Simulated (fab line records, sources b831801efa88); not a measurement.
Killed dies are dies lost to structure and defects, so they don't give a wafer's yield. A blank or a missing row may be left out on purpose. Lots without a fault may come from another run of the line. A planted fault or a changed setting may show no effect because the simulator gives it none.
A struck lot beside a sound one | flow sky130 | 44 steps out of a route of 708
Sound: wafers L278.1, L278.2, L278.6. Struck: wafers L285.1, L285.2. The cause comes at the end.
At each step with rows: each side's tool, then ch and its chambers, then its first start. Under that, the readings that differ: sound wafers | struck wafers | difference of the means | sigmas: that difference in standard deviations of wafers without a fault.
alike: readings whose means differ by less than 2 such deviations, and words and numbers that are the same on both sides. not compared: withheld readings, readings that some wafer has no value for, bounds like >300 that may hide the same value, and numbers for which the record gives no deviation and whose values overlap.
The two part at a step that has a row with sigmas, a row that says differs or no value, or rows on one side only. Numbers that don't overlap but have no deviation are shown without sigmas and don't part them. A reading that every wafer of one side lacks parts them only if that side has two wafers or more.

first, 2 steps without rows for these wafers: SKY_DNWELL_DEVELOP_06 (develop time 60 s); SKY_DNWELL_IMPLANT_07.
SKY_DNWELL_STRIP_08: strips in O2/N2.
  sound on plasma_asher-04 ch 0,1, day 3 20:44; struck on plasma_asher-04 ch 0,1, day 5 05:46
  alike: drypump_motor_current_A, o2_flow_sccm, oes_product_au, strip_time_to_endpoint_s
  not compared: rf_hours_counter_h
SKY_DNWELL_TW_MEAS_09:
  sound on film_metro-03, day 3 20:50; struck on film_metro-04, day 5 05:52
  alike: DNWELL_TW
then, 7 steps without rows for these wafers: SKY_PWDE_DEHYDRATE_00 (time 60 s); SKY_PWDE_HMDS_01 (prime time 60 s); SKY_PWDE_COAT_02 (resist thk 3000 nm); SKY_PWDE_SOFTBAKE_03; SKY_PWDE_EXPOSE_04 (exposes mask PWDEM, target cd 840 nm); SKY_PWDE_PEB_05; SKY_PWDE_DEVELOP_06 (develop time 60 s).
SKY_PWDE_OVL_MEAS_07:
  sound on overlay-02, day 4 14:17; struck on overlay-01, day 5 23:31
  alike: PWDE_OVL
SKY_PWDE_IMPLANT_08:
  sound on implanter-04 ch 0, day 4 14:20; struck on implanter-01 ch 0, day 5 23:33
  reading            | sound           | struck      | difference | sigmas
  beam_on_s (s)      | 10.26 9.79 9.90 | 13.77 14.44 | +4.12      | +19
  faraday_current_uA | 19.7 20.9 20.5  | 14.7 14.1   | -6.0       | -14
SKY_PWDE_STRIP_09: strips in O2/N2.
  sound on plasma_asher-02 ch 0,1, day 4 14:29; struck on plasma_asher-04 ch 0,1, day 5 23:42
  alike: drypump_motor_current_A, o2_flow_sccm, oes_product_au, strip_time_to_endpoint_s
  not compared: rf_hours_counter_h
SKY_PWDE_TW_MEAS_10:
  sound on film_metro-02, day 4 14:35; struck on film_metro-02, day 5 23:48
  reading | sound             | struck      | difference | sigmas
  PWDE_TW | 370.3 371.2 371.2 | 407.9 411.7 | +38.9      | +18
then, 7 steps without rows for these wafers: SKY_NWELL_DEHYDRATE_03 (time 60 s); SKY_NWELL_HMDS_04 (prime time 60 s); SKY_NWELL_COAT_05 (resist thk 3000 nm); SKY_NWELL_SOFTBAKE_06; SKY_NWELL_EXPOSE_07 (exposes mask NWM, target cd 840 nm); SKY_NWELL_PEB_08; SKY_NWELL_DEVELOP_09 (develop time 60 s).
SKY_NWELL_OVL_MEAS_10:
  sound on overlay-02, day 5 07:53; struck on overlay-02, day 6 18:03
  alike: NWELL_00_OVL
then, 3 steps without rows for these wafers: SKY_NWELL_IMPLANT_11; SKY_NWELL_IMPLANT_12; SKY_NWELL_IMPLANT_13.
SKY_NWELL_STRIP_14: strips in O2/N2.
  sound on plasma_asher-02 ch 0,1, day 5 08:23; struck on plasma_asher-02 ch 0,1, day 6 18:32
  alike: drypump_motor_current_A, o2_flow_sccm, oes_product_au, strip_time_to_endpoint_s
  not compared: rf_hours_counter_h
SKY_NWELL_TW_MEAS_15:
  sound on film_metro-02, day 5 08:29; struck on film_metro-03, day 6 18:38
  reading  | sound          | struck    | difference | sigmas
  NWELL_TW | 1788 1790 1785 | 1824 1830 | +39        | +3
then, 7 steps without rows for these wafers: SKY_NWELL_DEHYDRATE_16 (time 60 s); SKY_NWELL_HMDS_17 (prime time 60 s); SKY_NWELL_COAT_18 (resist thk 3000 nm); SKY_NWELL_SOFTBAKE_19; SKY_NWELL_EXPOSE_20 (exposes mask NWM COMPLEMENT, target cd 840 nm); SKY_NWELL_PEB_21; SKY_NWELL_DEVELOP_22 (develop time 60 s).
SKY_NWELL_OVL_MEAS_23:
  sound on overlay-01, day 6 02:38; struck on overlay-02, day 7 13:42
  alike: NWELL_01_OVL
then, 1 step without rows for these wafers: SKY_NWELL_IMPLANT_24.
SKY_NWELL_STRIP_25: strips in O2/N2.
  sound on plasma_asher-02 ch 0,1, day 6 02:50; struck on plasma_asher-02 ch 0,1, day 7 13:53
  alike: drypump_motor_current_A, o2_flow_sccm, oes_product_au, strip_time_to_endpoint_s
  not compared: rf_hours_counter_h
SKY_NWELL_TW_MEAS_26:
  sound on film_metro-02, day 6 02:56; struck on film_metro-02, day 7 13:59
  alike: NWELL_2_TW
then, 1 step without rows for these wafers: SKY_NWELL_CLEAN_27 (cleans in SC1/SC2, time 150 s).
SKY_NWELL_RTA_28: time 30 s.
  sound on rtp_anneal-02 ch 0, day 6 03:05; struck on rtp_anneal-01 ch 0, day 7 14:05
  alike: lamp_power_pct, wafer_temp_C_max
SKY_NWELL_RS_MEAS_29: measures by four-point-probe.
  sound on film_metro-03, day 6 03:11; struck on film_metro-02, day 7 14:11
  reading           | sound             | struck      | difference | sigmas
  NWELL_RS (ohm/sq) | 624.7 627.6 626.5 | 621.0 623.3 | -4.1       | -3
SKY_NWELL_RS_MEAS_31: measures by four-point-probe.
  sound on film_metro-03, day 6 03:26; struck on film_metro-02, day 7 14:26
  reading          | sound          | struck    | difference | sigmas
  PWDE_RS (ohm/sq) | 5318 5303 5307 | 4007 3998 | -1307      | -87
-- the record jumps here: 41 days lie between the struck wafers' starts before and after (it left off in module NWELL and takes up again in module PAD_OPEN, whose first step shown is number 708 of the route) --
SKY_PAD_OPEN_PROBE_99:
  sound on prober-02, day 46 16:31; struck on prober-01, day 48 07:33
  reading                                   | sound                        | struck    | difference | sigmas
  model.etest.res_p_drift_20v.line_ohm_um   | 1.37e+04 1.331e+04 1.39e+04  | 8080 8053 | -5570      |
  model.etest.res_p_drift_20v.rs_ohm_sq     | 1.148e+04 1.11e+04 1.172e+04 | 6762 6711 | -4697      |
  model.etest.res_pwde_under_gate.rs_ohm_sq | 6206 6221 6246               | 4452 4422 | -1787      |
  alike: killed_at_M0_to_M3, killed_at_M4_up, killed_at_contacts, killed_at_front_end, killed_at_other, killed_dies, killed_open, killed_short

WHERE THEY PART
First at SKY_PWDE_IMPLANT_08; last, within this record, at SKY_NWELL_RS_MEAS_31. Later steps at which nothing parts them and some readings are alike: SKY_PAD_OPEN_PROBE_99.

WHY: what the simulator had put in
Process parameter drift: implanter-01, from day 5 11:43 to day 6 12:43, at SKY_PWDE_IMPLANT_08. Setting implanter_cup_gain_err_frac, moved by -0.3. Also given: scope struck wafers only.
